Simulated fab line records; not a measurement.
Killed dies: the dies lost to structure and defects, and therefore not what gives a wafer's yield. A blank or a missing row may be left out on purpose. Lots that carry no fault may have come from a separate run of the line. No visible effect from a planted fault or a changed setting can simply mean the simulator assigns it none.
Which of the tools did it? + flow gf180mcu + 42 wafers from 14 lots sampled at 5 of the route's 602 steps

WHAT THE GAUGES READ, wafer by wafer
GF_M2_CD_MEAS_14 targets a cd of 280 nm. Usual: cdNm at 279.8 nm, with a standard deviation of 1.1.
| lot  | measured     | on       | cdNm (nm)         | flag |
|------|--------------|----------|-------------------|------|
| L782 | day 19 08:39 | cdSem-01 | 278.2 278.3 279.2 |      |
| L783 | day 19 16:22 | cdSem-01 | 280.1 281.0 280.4 |      |
| L785 | day 20 03:37 | cdSem-01 | 281.9 282.5 281.8 |      |
| L784 | day 20 04:10 | cdSem-01 | 279.1 280.2 279.6 |      |
| L786 | day 20 22:04 | cdSem-02 | 279.3 280.6 278.5 |      |
| L792 | day 22 18:14 | cdSem-01 | 280.3 279.9 280.2 |      |
| L793 | day 22 21:16 | cdSem-01 | 281.0 280.3 280.9 |      |
| L797 | day 24 08:16 | cdSem-02 | 279.2 280.4 280.9 |      |
| L798 | day 24 14:12 | cdSem-01 | 279.3 279.1 278.7 |      |
| L800 | day 25 14:20 | cdSem-01 | 281.2 280.3 281.0 |      |
| L802 | day 26 11:25 | cdSem-02 | 279.5 280.2 279.9 |      |
| L804 | day 26 22:04 | cdSem-01 | 280.6 281.1 281.6 |      |
| L803 | day 27 01:10 | cdSem-02 | 277.9 278.8 277.8 |      |
| L805 | day 27 05:37 | cdSem-02 | 277.8 280.0 279.2 |      |

GF_V2_THK_MEAS_01. Usual: for V2_CVD_00_THK the level is 598 nm and the standard deviation is 5.6.
| lot  | measured     | on           | V2_CVD_00_THK (nm) | flag |
|------|--------------|--------------|--------------------|------|
| L782 | day 19 09:31 | filmMetro-04 | 604 605 599        |      |
| L783 | day 19 17:14 | filmMetro-01 | 595 595 601        |      |
| L785 | day 20 04:30 | filmMetro-03 | 599 601 601        |      |
| L784 | day 20 05:02 | filmMetro-04 | 601 591 593        |      |
| L786 | day 20 22:56 | filmMetro-04 | 600 590 602        |      |
| L792 | day 22 19:04 | filmMetro-04 | 604 595 605        |      |
| L793 | day 22 22:08 | filmMetro-03 | 596 591 603        |      |
| L797 | day 24 09:09 | filmMetro-04 | 606 603 599        |      |
| L798 | day 24 15:13 | filmMetro-03 | 597 593 596        |      |
| L800 | day 25 15:20 | filmMetro-01 | 587 587 589        |      |
| L802 | day 26 12:19 | filmMetro-04 | 595 598 596        |      |
| L804 | day 26 23:03 | filmMetro-04 | 607 608 608        |      |
| L803 | day 27 02:02 | filmMetro-01 | 600 608 594        |      |
| L805 | day 27 06:36 | filmMetro-01 | 598 589 597        |      |

GF_M3_CD_MEAS_14 targets a cd of 280 nm. Usual: cdNm at 279.8 nm, with a standard deviation of 1.1.
| lot  | measured     | on       | cdNm (nm)         | flag |
|------|--------------|----------|-------------------|------|
| L782 | day 21 11:47 | cdSem-02 | 278.7 279.3 279.8 |      |
| L783 | day 21 18:37 | cdSem-02 | 279.4 279.1 278.3 |      |
| L785 | day 22 05:38 | cdSem-01 | 278.2 279.9 279.2 |      |
| L784 | day 22 06:19 | cdSem-02 | 279.5 279.4 280.7 |      |
| L786 | day 22 22:50 | cdSem-01 | 279.9 279.5 277.4 |      |
| L792 | day 24 18:11 | cdSem-01 | 251.9 251.0 228.7 | OFF  |
| L793 | day 24 21:07 | cdSem-01 | 194.1 202.9 247.3 | OFF  |
| L797 | day 26 07:13 | cdSem-01 | 280.7 280.9 281.4 |      |
| L798 | day 26 12:31 | cdSem-02 | 281.3 281.6 279.9 |      |
| L800 | day 27 11:26 | cdSem-02 | 279.1 279.6 278.7 |      |
| L802 | day 28 08:00 | cdSem-01 | 280.1 279.4 278.5 |      |
| L804 | day 28 18:20 | cdSem-02 | 279.3 279.9 279.0 |      |
| L803 | day 28 20:06 | cdSem-01 | 280.4 280.8 279.8 |      |
| L805 | day 29 00:45 | cdSem-02 | 278.5 277.8 277.8 |      |

EACH LOT AND THE TOOL THAT RAN IT (in order: tool; ch and the chambers of the sampled wafers; start)
| lot  | GF_M2_METAL_ETCH_16              | GF_M3_EXPOSE_11                  |
|------|----------------------------------|----------------------------------|
| L782 | rieMetal-01 ch 0, day 19 08:48   | krfScanner-01 ch 0, day 21 00:20 |
| L783 | rieMetal-04 ch 0,1, day 19 16:30 | krfScanner-01 ch 0, day 21 06:55 |
| L785 | rieMetal-04 ch 0,1, day 20 03:47 | krfScanner-02 ch 0, day 21 18:36 |
| L784 | rieMetal-01 ch 0,1, day 20 04:18 | krfScanner-01 ch 0, day 21 19:13 |
| L786 | rieMetal-02 ch 1, day 20 22:12   | krfScanner-01 ch 0, day 22 12:08 |
| L792 | rieMetal-04 ch 0,1, day 22 18:22 | krfScanner-01 ch 0, day 24 07:23 |
| L793 | rieMetal-04 ch 0,1, day 22 21:26 | krfScanner-01 ch 0, day 24 10:22 |
| L797 | rieMetal-04 ch 0,1, day 24 08:26 | krfScanner-02 ch 0, day 25 20:39 |
| L798 | rieMetal-01 ch 0, day 24 14:21   | krfScanner-02 ch 0, day 26 01:55 |
| L800 | rieMetal-01 ch 0, day 25 14:32   | krfScanner-02 ch 0, day 27 01:29 |
| L802 | rieMetal-04 ch 0,1, day 26 11:35 | krfScanner-01 ch 0, day 27 21:42 |
| L804 | rieMetal-04 ch 1, day 26 22:14   | krfScanner-01 ch 0, day 28 08:46 |
| L803 | rieMetal-02 ch 0,1, day 27 01:20 | krfScanner-01 ch 0, day 28 10:36 |
| L805 | rieMetal-04 ch 1, day 27 05:46   | krfScanner-01 ch 0, day 28 15:40 |
- GF_M2_METAL_ETCH_16: etches the open film in Cl2/BCl3, stops on SiO2, target depth 627.5 nm, time 104.6 s.
- GF_M3_EXPOSE_11: exposes mask Metal3, target cd 280 nm.

WHAT THE TOOLS THEMSELVES READ (means of the sampled wafers that have a number; where no wafer has one, the mark that the record gives instead)
GF_M2_METAL_ETCH_16. Usual: bcl3FlowSccm 40.01 sccm, standard deviation 0.1; drypumpMotorCurrentA 5.5 A, standard deviation 0.57; mfcCl2Sccm 80.02 sccm, standard deviation 0.23; oesProductAu 0.970 a.u., standard deviation 0.0056; throttleValvePct 28.252 %, standard deviation 0.01.
| lot  | tool        | bcl3FlowSccm (sccm) | drypumpMotorCurrentA (A) | mfcCl2Sccm (sccm) | oesProductAu (a.u.) | throttleValvePct (%) | flag |
|------|-------------|---------------------|--------------------------|-------------------|---------------------|----------------------|------|
| L782 | rieMetal-01 | 39.95               | 6.4                      | 79.93             | 0.967               | 28.244               |      |
| L783 | rieMetal-04 | 40.03               | 5.1                      | 79.93             | 0.972               | 28.254               |      |
| L785 | rieMetal-04 | 39.98               | 5.3                      | 79.91             | 0.971               | 28.259               |      |
| L784 | rieMetal-01 | 39.97               | 5.8                      | 79.90             | 0.973               | 28.242               |      |
| L786 | rieMetal-02 | 40.11               | 5.7                      | 79.83             | 0.970               | 28.260               |      |
| L792 | rieMetal-04 | 39.96               | 5.1                      | 79.93             | 0.967               | 28.262               |      |
| L793 | rieMetal-04 | 40.00               | 5.3                      | 80.05             | 0.972               | 28.260               |      |
| L797 | rieMetal-04 | 39.97               | 5.3                      | 80.21             | 0.969               | 28.258               |      |
| L798 | rieMetal-01 | 40.07               | 6.4                      | 80.09             | 0.972               | 28.252               |      |
| L800 | rieMetal-01 | 39.99               | 6.4                      | 80.20             | 0.970               | 28.247               |      |
| L802 | rieMetal-04 | 40.00               | 5.1                      | 79.96             | 0.969               | 28.249               |      |
| L804 | rieMetal-04 | 40.05               | 5.0                      | 80.23             | 0.969               | 28.241               |      |
| L803 | rieMetal-02 | 39.94               | 6.1                      | 79.87             | 0.973               | 28.246               |      |
| L805 | rieMetal-04 | 40.00               | 5.0                      | 80.05             | 0.965               | 28.249               |      |

THE ANSWER, worked out from the rows above alone
Rule: a lot is off if the mean of its wafers that have a number lies more than 3 standard deviations from the usual mean. A lot without any number at a reading at which 4 lots or more have one is off too. Where the step has rows for the other lots, those lots are counted as sound. First the gauges in route order, then the tools' own readings, where a lot's mean is used as printed above. At the first step where some lot is off, the reading lying furthest off is the one used; lots without a number count as furthest.
Off: L792, L793, at GF_M3_CD_MEAS_14 (cdNm).
If a tool, at a process step before that reading, ran all the lots that are off and no sound lot after the first of them, it fits. Those tools and the gauges at GF_M3_CD_MEAS_14 are tried in the same way. Of those tried, none fits.

WHAT THE SIMULATOR PUT IN
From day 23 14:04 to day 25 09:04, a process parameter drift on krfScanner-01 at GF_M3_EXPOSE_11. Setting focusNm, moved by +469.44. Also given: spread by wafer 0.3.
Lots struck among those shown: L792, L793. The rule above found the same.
